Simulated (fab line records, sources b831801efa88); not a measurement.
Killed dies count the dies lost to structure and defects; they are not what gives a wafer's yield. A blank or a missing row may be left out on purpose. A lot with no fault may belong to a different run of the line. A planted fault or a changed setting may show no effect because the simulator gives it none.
fab line records	flow gf180mcu	part 1 of 2: steps 1 to 23 of 33
record: lots: 5	wafers: 15	last-day: 31
route steps=602 shown VT_IMPLANT@110 MVSD@136 NWELL@137 LVPWELL@138 MVPSD@139 DUAL_GATE@141
lots that met no fault: taken from a fault-free run of the same line
start-h: hours from the record's first day to the start of the lot's first wafer shown	wait-h: hours since the lot's step before	" as in the row above	L1.1+2: one row covering several wafers at once	- value missing, or start not given	* or withheld: withheld	< > ~ a bound
route shown NAME@n: names a module that has steps shown in the file, with the first one's number in the route	usual: average and standard deviation across the fault-free wafers	same: alike in all rows	chamber/n: place in a boat	sites: per-site readings	_std_site: the standard deviation of these	_edge_site: inner sites' mean taken away from outer sites' mean	radius-mm: how far each site lies from the wafer's centre	mask NAME#n: copy n	behind: the last tool/chamber to shape the wafer	hold: why the lot went on hold/how many hours it stayed there/how the hold came to an end	device: transistor that didn't switch, given as n, p or np	end of line: the route-end tests of the same wafers	a step without rows: its recipe alone	killed: at the first sort, the dies lost to defects and structure; wafer yield is something else	map: per-die view of a wafer (x killed, . not killed, _ where there is no die)
set.NAME: the setting that was run; set.NAME@STEP: the one run at that earlier step	model.NAME: the simulator's own value behind a step, which no gauge read
a table for each step, a row for each wafer; lots at some steps of the route
services: from which hour (start-h, from the record's first day; less than 0 if before it) a tool's chamber was out of use, for how many hours, and why
== steps ==
step: GF_VT_IMPLANT_STRIP_20
recipe: chemistry: O2/N2	power-w: 1400	pressure-mtorr: 1500	platen-temp-c: 250	o2-flow-sccm: 3000	n2-flow-sccm: 300	overash-fraction: 0.5
usual: drypump-motor-current-A: 5.6/0.37	heater-power-w: 309/45	n2-flow-sccm: 299.9/0.96	oes-product-au: 0.717/0.0046	strip-time-to-endpoint-s: 12.64/0.035
same: overash-fraction: 0.5
lot.wafer	tool	chamber	start-h	wait-h	drypump-motor-current-A	heater-power-w	n2-flow-sccm	oes-product-au	rf-hours-counter-h	strip-time-to-endpoint-s
L074.3	plasma-asher-01	1	127.68	0.1	5.3	375	300.4	0.714	-	12.62
L074.5	"	0	"	"	6.0	292	299.1	0.716	-	12.59
L074.6	"	1	"	"	5.3	365	299.9	0.725	-	12.57
L077.3	plasma-asher-01	1	142.87	0.1	5.3	384	301.4	0.709	-	12.64
L077.5	"	0	"	"	6.0	294	300.6	0.718	-	12.57
L077.6	"	1	"	"	5.4	374	301.2	0.715	-	12.62
L078.1	plasma-asher-02	1	148.58	0.1	5.0	252	298.8	0.719	51	12.68
L078.3	"	0	"	"	5.7	276	300.9	0.711	-	12.70
L078.6	"	0	"	"	5.6	277	300.9	0.713	-	12.64
L080.1	plasma-asher-04	0	161.18	0.1	5.9	291	301.2	0.717	3	12.61
L080.2	"	1	"	"	5.9	365	299.3	0.711	3	12.62
L080.3	"	1	"	"	5.9	365	299.4	0.715	-	12.64
L084.1	plasma-asher-02	0	197.39	0.1	5.6	289	299.7	0.719	57	12.67
L084.3	"	0	"	"	5.6	280	300.1	0.711	-	12.65
L084.5	"	0	"	"	5.6	278	302.2	0.713	-	12.64
step: GF_VT_IMPLANT_TW_MEAS_21
usual: VT_IMPLANT_2_TW: 1216/6.7
lot.wafer	tool	chamber	start-h	wait-h	VT_IMPLANT_2_TW
L074.3	film-metro-03	-	127.77	0.1	1213
L074.5	"	-	"	"	1218
L074.6	"	-	"	"	1219
L077.3	film-metro-02	-	142.96	0.1	1207
L077.5	"	-	"	"	1213
L077.6	"	-	"	"	1216
L078.1	film-metro-03	-	148.68	0.1	1213
L078.3	"	-	"	"	1217
L078.6	"	-	"	"	1210
L080.1	film-metro-02	-	161.28	0.1	1225
L080.2	"	-	"	"	1217
L080.3	"	-	"	"	1219
L084.1	film-metro-02	-	197.49	0.1	1211
L084.3	"	-	"	"	1217
L084.5	"	-	"	"	1213
step: GF_VT_IMPLANT_DEHYDRATE_22
recipe: temp-c: 200	time-s: 60
usual: plate-temp-C: 199.98/0.15	resist-line-temp-C: 23.00/0.098
lot.wafer	tool	chamber	start-h	wait-h	plate-temp-C	resist-line-temp-C
L074.3	litho-track-03	0	135.16	7.4	200.04	23.07
L074.5	"	0	"	"	200.05	23.06
L074.6	"	0	"	"	200.20	23.15
L077.3	litho-track-01	0	149.85	6.9	200.11	23.03
L077.5	"	0	"	"	200.20	23.05
L077.6	"	0	"	"	200.40	22.90
L078.1	litho-track-01	0	155.35	6.7	200.00	23.09
L078.3	"	0	"	"	199.90	23.08
L078.6	"	0	"	"	200.07	22.99
L080.1	litho-track-01	0	168.65	7.4	199.57	23.05
L080.2	"	0	"	"	199.86	22.96
L080.3	"	0	"	"	199.95	22.96
L084.1	litho-track-03	0	205.21	7.7	199.76	23.10
L084.3	"	0	"	"	199.85	23.00
L084.5	"	0	"	"	199.76	22.93
step: GF_VT_IMPLANT_HMDS_23
recipe: prime-time-s: 60	prime-temp-c: 120
usual: resist-line-temp-C: 23.00/0.11
same: prime-time-s: 60
lot.wafer	tool	chamber	start-h	wait-h	resist-line-temp-C
L074.3	litho-track-03	0	135.31	0.1	22.86
L074.5	"	0	"	"	22.84
L074.6	"	0	"	"	22.88
L077.3	litho-track-01	0	150.00	0.1	22.92
L077.5	"	0	"	"	23.07
L077.6	"	0	"	"	22.96
L078.1	litho-track-01	0	155.50	0.1	23.28
L078.3	"	0	"	"	23.23
L078.6	"	0	"	"	23.15
L080.1	litho-track-01	0	168.80	0.1	22.98
L080.2	"	0	"	"	22.83
L080.3	"	0	"	"	22.98
L084.1	litho-track-03	0	205.36	0.1	23.07
L084.3	"	0	"	"	23.08
L084.5	"	0	"	"	23.11
step: GF_VT_IMPLANT_COAT_24
recipe: resist: NOVOLAK	spin-rpm: 3000	resist-thk-nm: 1013
usual: resist-line-temp-C: 23.00/0.1
lot.wafer	tool	chamber	start-h	wait-h	resist-line-temp-C
L074.3	litho-track-03	0	135.46	0.1	23.01
L074.5	"	0	"	"	22.93
L074.6	"	0	"	"	23.01
L077.3	litho-track-01	0	150.15	0.1	23.01
L077.5	"	0	"	"	23.19
L077.6	"	0	"	"	23.10
L078.1	litho-track-01	0	155.65	0.1	22.91
L078.3	"	0	"	"	22.90
L078.6	"	0	"	"	23.01
L080.1	litho-track-01	0	168.95	0.1	23.04
L080.2	"	0	"	"	22.93
L080.3	"	0	"	"	22.84
L084.1	litho-track-03	0	205.51	0.1	23.17
L084.3	"	0	"	"	23.10
L084.5	"	0	"	"	23.13
step: GF_VT_IMPLANT_SOFTBAKE_25
recipe: temp-c: 90	time-s: 60	resist: NOVOLAK
usual: plate-temp-C: 90.01/0.13	resist-line-temp-C: 23.00/0.11
lot.wafer	tool	chamber	start-h	wait-h	plate-temp-C	resist-line-temp-C
L074.3	litho-track-03	0	135.61	0.1	89.83	22.74
L074.5	"	0	"	"	89.98	22.70
L074.6	"	0	"	"	89.98	22.91
L077.3	litho-track-01	0	150.30	0.1	89.95	22.94
L077.5	"	0	"	"	89.99	23.09
L077.6	"	0	"	"	89.97	23.03
L078.1	litho-track-01	0	155.80	0.1	90.33	23.17
L078.3	"	0	"	"	90.20	23.01
L078.6	"	0	"	"	89.99	23.04
L080.1	litho-track-01	0	169.10	0.1	90.05	23.14
L080.2	"	0	"	"	89.92	23.09
L080.3	"	0	"	"	89.83	22.98
L084.1	litho-track-03	0	205.66	0.1	90.22	22.91
L084.3	"	0	"	"	90.10	23.05
L084.5	"	0	"	"	89.86	23.07
step: GF_VT_IMPLANT_EXPOSE_26
recipe: mask-id: LVPWELL_HV_AREA	target-cd-nm: 860	na: 0.6	source-shape: conventional	sigma-outer: 0.6	dose-mj: 140
lot.wafer	tool	chamber	start-h	wait-h	mask
L074.3+5+6	iline-stepper-01	0	-	-	LVPWELL_HV_AREA#0
L077.3+5+6	iline-stepper-02	0	-	-	LVPWELL_HV_AREA#0
L078.1+3+6	iline-stepper-02	0	-	-	LVPWELL_HV_AREA#0
L080.1+2+3	iline-stepper-02	0	-	-	LVPWELL_HV_AREA#0
L084.1+3+5	iline-stepper-01	0	-	-	LVPWELL_HV_AREA#0
step: GF_VT_IMPLANT_PEB_27
recipe: temp-c: withheld	time-s: *	resist: NOVOLAK
usual: resist-line-temp-C: *
lot.wafer	tool	chamber	start-h	wait-h	resist-line-temp-C
L074.3	litho-track-03	0	-	-	*
L074.5	"	0	"	"	*
L074.6	"	0	"	"	*
L077.3	litho-track-03	0	-	-	*
L077.5	"	0	"	"	*
L077.6	"	0	"	"	*
L078.1	litho-track-01	0	-	-	*
L078.3	"	0	"	"	*
L078.6	"	0	"	"	*
L080.1	litho-track-01	0	-	-	*
L080.2	"	0	"	"	*
L080.3	"	0	"	"	*
L084.1	litho-track-02	0	-	-	*
L084.3	"	0	"	"	*
L084.5	"	0	"	"	*
step: GF_VT_IMPLANT_DEVELOP_28
recipe: develop-time-s: 60	dev-temp-c: 23
usual: resist-line-temp-C: 22.98/0.12
lot.wafer	tool	chamber	start-h	wait-h	resist-line-temp-C
L074.3	litho-track-03	0	142.56	0.1	22.70
L074.5	"	0	"	"	22.87
L074.6	"	0	"	"	22.86
L077.3	litho-track-03	0	157.56	0.1	23.01
L077.5	"	0	"	"	22.86
L077.6	"	0	"	"	22.97
L078.1	litho-track-01	0	163.60	0.1	23.04
L078.3	"	0	"	"	23.03
L078.6	"	0	"	"	22.89
L080.1	litho-track-01	0	177.10	0.1	23.11
L080.2	"	0	"	"	23.07
L080.3	"	0	"	"	23.14
L084.1	litho-track-02	0	214.59	0.1	23.02
L084.3	"	0	"	"	23.17
L084.5	"	0	"	"	22.83
step: GF_VT_IMPLANT_OVL_MEAS_29
usual: VT_IMPLANT_02_OVL: 0.0/1.3
lot.wafer	tool	chamber	start-h	wait-h	VT_IMPLANT_02_OVL[nm]
L074.3	overlay-02	-	142.68	0.1	1.2
L074.5	"	-	"	"	0.8
L074.6	"	-	"	"	-0.8
L077.3	overlay-02	-	157.67	0.1	-1.1
L077.5	"	-	"	"	0.0
L077.6	"	-	"	"	0.1
L078.1	overlay-02	-	163.75	0.1	-0.3
L078.3	"	-	"	"	-0.3
L078.6	"	-	"	"	-1.1
L080.1	overlay-02	-	177.25	0.1	2.0
L080.2	"	-	"	"	1.5
L080.3	"	-	"	"	1.2
L084.1	overlay-01	-	214.74	0.1	0.2
L084.3	"	-	"	"	1.2
L084.5	"	-	"	"	-0.3
step: GF_VT_IMPLANT_IMPLANT_30
recipe: species: B	energy-kev: 25	dose-cm2: 2.534e+12	tilt-deg: 7
usual: end-station-pressure-torr: 5.02e-06/2.5e-07
lot.wafer	tool	chamber	start-h	wait-h	end-station-pressure-torr
L074.3	implanter-01	0	142.75	0.1	4.59e-06
L074.5	"	0	"	"	5.1e-06
L074.6	"	0	"	"	5.06e-06
L077.3	implanter-03	0	157.75	0.1	4.72e-06
L077.5	"	0	"	"	4.58e-06
L077.6	"	0	"	"	4.87e-06
L078.1	implanter-02	0	163.79	0.0	5.27e-06
L078.3	"	0	"	"	5.04e-06
L078.6	"	0	"	"	4.65e-06
L080.1	implanter-02	0	177.29	0.0	5.07e-06
L080.2	"	0	"	"	5.38e-06
L080.3	"	0	"	"	5.32e-06
L084.1	implanter-01	0	214.78	0.0	4.8e-06
L084.3	"	0	"	"	4.95e-06
L084.5	"	0	"	"	4.89e-06
step: GF_VT_IMPLANT_STRIP_31
recipe: chemistry: O2/N2	power-w: 1400	pressure-mtorr: 1500	platen-temp-c: 250	o2-flow-sccm: 3000	n2-flow-sccm: 300	overash-fraction: 0.5
usual: drypump-motor-current-A: 5.6/0.38	heater-power-w: 304/46	n2-flow-sccm: 300.1/0.77	oes-product-au: 0.715/0.0047	strip-time-to-endpoint-s: 12.783/0.029
same: overash-fraction: 0.5
lot.wafer	tool	chamber	start-h	wait-h	drypump-motor-current-A	heater-power-w	n2-flow-sccm	oes-product-au	rf-hours-counter-h	strip-time-to-endpoint-s
L074.3	plasma-asher-02	0	142.88	0.1	5.6	279	298.8	0.714	-	12.780
L074.5	"	1	"	"	4.9	246	299.7	0.716	-	12.791
L074.6	"	0	"	"	5.6	280	300.9	0.710	-	12.766
L077.3	plasma-asher-04	0	157.88	0.1	5.9	294	299.0	0.721	-	12.799
L077.5	"	0	"	"	5.9	291	299.9	0.717	-	12.799
L077.6	"	1	"	"	5.9	368	300.3	0.710	-	12.838
L078.1	plasma-asher-02	0	163.94	0.1	5.6	279	299.4	0.721	53	12.799
L078.3	"	1	"	"	5.0	255	298.8	0.714	-	12.792
L078.6	"	1	"	"	5.0	252	299.5	0.715	-	12.787
L080.1	plasma-asher-02	0	177.44	0.1	5.6	278	300.7	0.711	55	12.778
L080.2	"	1	"	"	5.0	249	300.8	0.716	55	12.802
L080.3	"	0	"	"	5.6	282	300.7	0.717	-	12.830
L084.1	plasma-asher-01	0	214.93	0.1	6.0	284	298.5	0.713	41	12.743
L084.3	"	1	"	"	5.3	372	300.8	0.712	-	12.784
L084.5	"	0	"	"	6.0	287	301.4	0.708	-	12.764
step: GF_VT_IMPLANT_TW_MEAS_32
usual: VT_IMPLANT_3_TW: 268.5/2.1
lot.wafer	tool	chamber	start-h	wait-h	VT_IMPLANT_3_TW
L074.3	film-metro-03	-	142.97	0.1	268.9
L074.5	"	-	"	"	268.5
L074.6	"	-	"	"	268.1
L077.3	film-metro-02	-	157.97	0.1	269.3
L077.5	"	-	"	"	270.2
L077.6	"	-	"	"	268.6
L078.1	film-metro-03	-	164.04	0.1	268.4
L078.3	"	-	"	"	268.6
L078.6	"	-	"	"	268.2
L080.1	film-metro-03	-	177.54	0.1	269.1
L080.2	"	-	"	"	269.1
L080.3	"	-	"	"	269.3
L084.1	film-metro-02	-	215.03	0.1	268.2
L084.3	"	-	"	"	269.8
L084.5	"	-	"	"	268.1
step: GF_VT_IMPLANT_DEHYDRATE_33
recipe: temp-c: 200	time-s: 60
usual: plate-temp-C: 200.00/0.16	resist-line-temp-C: 23.00/0.11
lot.wafer	tool	chamber	start-h	wait-h	plate-temp-C	resist-line-temp-C
L074.3	litho-track-03	0	149.86	6.9	200.06	23.08
L074.5	"	0	"	"	199.91	22.93
L074.6	"	0	"	"	200.12	23.00
L077.3	litho-track-01	0	165.25	7.3	200.21	23.02
L077.5	"	0	"	"	200.30	22.91
L077.6	"	0	"	"	200.13	22.97
L078.1	litho-track-03	0	171.31	7.3	199.95	23.00
L078.3	"	0	"	"	200.08	23.10
L078.6	"	0	"	"	199.89	23.11
L080.1	litho-track-01	0	185.50	8.0	199.99	23.13
L080.2	"	0	"	"	200.01	23.04
L080.3	"	0	"	"	199.97	23.26
L084.1	litho-track-03	0	223.11	8.1	200.14	23.01
L084.3	"	0	"	"	200.34	22.98
L084.5	"	0	"	"	200.27	23.01
step: GF_VT_IMPLANT_HMDS_34
recipe: prime-time-s: 60	prime-temp-c: 120
usual: resist-line-temp-C: 23.03/0.11
same: prime-time-s: 60
lot.wafer	tool	chamber	start-h	wait-h	resist-line-temp-C
L074.3	litho-track-03	0	150.01	0.1	22.93
L074.5	"	0	"	"	22.95
L074.6	"	0	"	"	22.99
L077.3	litho-track-01	0	165.40	0.1	23.16
L077.5	"	0	"	"	23.04
L077.6	"	0	"	"	23.00
L078.1	litho-track-03	0	171.46	0.1	23.05
L078.3	"	0	"	"	23.20
L078.6	"	0	"	"	23.13
L080.1	litho-track-01	0	185.65	0.1	23.05
L080.2	"	0	"	"	23.02
L080.3	"	0	"	"	23.16
L084.1	litho-track-03	0	223.26	0.1	23.02
L084.3	"	0	"	"	22.94
L084.5	"	0	"	"	23.00
step: GF_VT_IMPLANT_COAT_35
recipe: resist: NOVOLAK	spin-rpm: 3000	resist-thk-nm: 1000
usual: resist-line-temp-C: 23.00/0.11
lot.wafer	tool	chamber	start-h	wait-h	resist-line-temp-C
L074.3	litho-track-03	0	150.16	0.1	22.86
L074.5	"	0	"	"	22.95
L074.6	"	0	"	"	22.85
L077.3	litho-track-01	0	165.55	0.1	22.95
L077.5	"	0	"	"	23.00
L077.6	"	0	"	"	23.04
L078.1	litho-track-03	0	171.61	0.1	23.06
L078.3	"	0	"	"	22.97
L078.6	"	0	"	"	22.95
L080.1	litho-track-01	0	185.80	0.1	23.12
L080.2	"	0	"	"	22.91
L080.3	"	0	"	"	23.00
L084.1	litho-track-03	0	223.41	0.1	22.99
L084.3	"	0	"	"	22.97
L084.5	"	0	"	"	23.01
step: GF_VT_IMPLANT_SOFTBAKE_36
recipe: temp-c: 90	time-s: 60	resist: NOVOLAK
usual: plate-temp-C: 89.97/0.14	resist-line-temp-C: 23.03/0.12
lot.wafer	tool	chamber	start-h	wait-h	plate-temp-C	resist-line-temp-C
L074.3	litho-track-03	0	150.31	0.1	89.91	23.01
L074.5	"	0	"	"	90.01	23.00
L074.6	"	0	"	"	90.14	22.80
L077.3	litho-track-01	0	165.70	0.1	89.96	22.88
L077.5	"	0	"	"	89.86	23.08
L077.6	"	0	"	"	89.92	23.02
L078.1	litho-track-03	0	171.76	0.1	90.06	23.07
L078.3	"	0	"	"	89.93	23.03
L078.6	"	0	"	"	90.04	22.96
L080.1	litho-track-01	0	185.95	0.1	90.02	23.08
L080.2	"	0	"	"	90.08	23.02
L080.3	"	0	"	"	89.96	23.09
L084.1	litho-track-03	0	223.56	0.1	89.91	22.98
L084.3	"	0	"	"	89.93	22.91
L084.5	"	0	"	"	89.79	22.90
step: GF_VT_IMPLANT_EXPOSE_37
recipe: mask-id: Nwell_HV_AREA	target-cd-nm: 860	na: 0.6	source-shape: conventional	sigma-outer: 0.6	dose-mj: 140
lot.wafer	tool	chamber	start-h	wait-h	mask
L074.3+5+6	iline-stepper-02	0	-	-	Nwell_HV_AREA#0
L077.3+5+6	iline-stepper-01	0	-	-	Nwell_HV_AREA#0
L078.1+3+6	iline-stepper-01	0	-	-	Nwell_HV_AREA#0
L080.1+2+3	iline-stepper-02	0	-	-	Nwell_HV_AREA#0
L084.1+3+5	iline-stepper-01	0	-	-	Nwell_HV_AREA#0
step: GF_VT_IMPLANT_PEB_38
recipe: temp-c: withheld	time-s: *	resist: NOVOLAK
usual: resist-line-temp-C: *
lot.wafer	tool	chamber	start-h	wait-h	resist-line-temp-C
L074.3	litho-track-03	0	-	-	*
L074.5	"	0	"	"	*
L074.6	"	0	"	"	*
L077.3	litho-track-02	0	-	-	*
L077.5	"	0	"	"	*
L077.6	"	0	"	"	*
L078.1	litho-track-03	0	-	-	*
L078.3	"	0	"	"	*
L078.6	"	0	"	"	*
L080.1	litho-track-03	0	-	-	*
L080.2	"	0	"	"	*
L080.3	"	0	"	"	*
L084.1	litho-track-03	0	-	-	*
L084.3	"	0	"	"	*
L084.5	"	0	"	"	*
step: GF_VT_IMPLANT_DEVELOP_39
recipe: develop-time-s: 60	dev-temp-c: 23
usual: resist-line-temp-C: 23.01/0.11
lot.wafer	tool	chamber	start-h	wait-h	resist-line-temp-C
L074.3	litho-track-03	0	157.86	0.1	23.18
L074.5	"	0	"	"	23.15
L074.6	"	0	"	"	23.15
L077.3	litho-track-02	0	173.59	0.1	23.09
L077.5	"	0	"	"	23.08
L077.6	"	0	"	"	23.06
L078.1	litho-track-03	0	179.91	0.1	22.93
L078.3	"	0	"	"	22.87
L078.6	"	0	"	"	22.82
L080.1	litho-track-03	0	194.36	0.1	22.90
L080.2	"	0	"	"	22.95
L080.3	"	0	"	"	22.90
L084.1	litho-track-03	0	231.76	0.1	23.33
L084.3	"	0	"	"	23.25
L084.5	"	0	"	"	23.20
step: GF_VT_IMPLANT_OVL_MEAS_40
usual: VT_IMPLANT_03_OVL: -0.3/1.5
lot.wafer	tool	chamber	start-h	wait-h	VT_IMPLANT_03_OVL[nm]
L074.3	overlay-01	-	157.97	0.1	-1.3
L074.5	"	-	"	"	-0.9
L074.6	"	-	"	"	-0.5
L077.3	overlay-01	-	173.70	0.1	0.8
L077.5	"	-	"	"	1.0
L077.6	"	-	"	"	-2.0
L078.1	overlay-01	-	180.06	0.1	-1.5
L078.3	"	-	"	"	-0.3
L078.6	"	-	"	"	0.3
L080.1	overlay-01	-	194.51	0.1	0.8
L080.2	"	-	"	"	-0.8
L080.3	"	-	"	"	-0.3
L084.1	overlay-01	-	231.91	0.1	0.1
L084.3	"	-	"	"	0.0
L084.5	"	-	"	"	-0.1
step: GF_VT_IMPLANT_IMPLANT_41
recipe: species: As	energy-kev: 70	dose-cm2: 1.013e+12	tilt-deg: 7
usual: end-station-pressure-torr: 5.01e-06/2.7e-07
lot.wafer	tool	chamber	start-h	wait-h	end-station-pressure-torr
L074.3	implanter-02	0	158.05	0.1	4.95e-06
L074.5	"	0	"	"	4.95e-06
L074.6	"	0	"	"	5.33e-06
L077.3	implanter-03	0	173.78	0.1	4.84e-06
L077.5	"	0	"	"	4.84e-06
L077.6	"	0	"	"	5.2e-06
L078.1	implanter-02	0	180.10	0.0	4.85e-06
L078.3	"	0	"	"	5.4e-06
L078.6	"	0	"	"	5.21e-06
L080.1	implanter-03	0	194.55	0.0	4.54e-06
L080.2	"	0	"	"	4.88e-06
L080.3	"	0	"	"	4.74e-06
L084.1	implanter-01	0	231.95	0.0	4.99e-06
L084.3	"	0	"	"	4.9e-06
L084.5	"	0	"	"	5.1e-06
step: GF_VT_IMPLANT_STRIP_42
recipe: chemistry: O2/N2	power-w: 1400	pressure-mtorr: 1500	platen-temp-c: 250	o2-flow-sccm: 3000	n2-flow-sccm: 300	overash-fraction: 0.5
usual: drypump-motor-current-A: 5.6/0.36	heater-power-w: 313/46	n2-flow-sccm: 300.0/0.97	oes-product-au: 0.717/0.0045	strip-time-to-endpoint-s: 12.64/0.038
same: overash-fraction: 0.5
lot.wafer	tool	chamber	start-h	wait-h	drypump-motor-current-A	heater-power-w	n2-flow-sccm	oes-product-au	rf-hours-counter-h	strip-time-to-endpoint-s
L074.3	plasma-asher-01	0	158.18	0.1	6.0	285	298.3	0.719	-	12.61
L074.5	"	1	"	"	5.3	367	299.0	0.711	-	12.61
L074.6	"	0	"	"	6.0	285	298.9	0.722	-	12.63
L077.3	plasma-asher-04	0	173.91	0.1	5.9	299	302.0	0.714	-	12.63
L077.5	"	1	"	"	5.9	363	299.5	0.718	-	12.64
L077.6	"	0	"	"	5.9	303	300.5	0.716	-	12.63
L078.1	plasma-asher-04	0	180.25	0.1	5.9	297	299.6	0.717	5	12.67
L078.3	"	0	"	"	5.9	297	300.9	0.713	-	12.63
L078.6	"	1	"	"	5.9	366	298.6	0.712	-	12.62
L080.1	plasma-asher-01	1	194.70	0.1	5.3	366	300.8	0.713	39	12.67
L080.2	"	0	"	"	6.0	288	300.4	0.713	39	12.68
L080.3	"	1	"	"	5.3	373	300.7	0.722	-	12.70
L084.1	plasma-asher-01	0	232.10	0.1	6.0	297	300.3	0.717	43	12.58
L084.3	"	0	"	"	6.0	299	300.2	0.720	-	12.63
L084.5	"	0	"	"	6.0	292	301.3	0.713	-	12.63
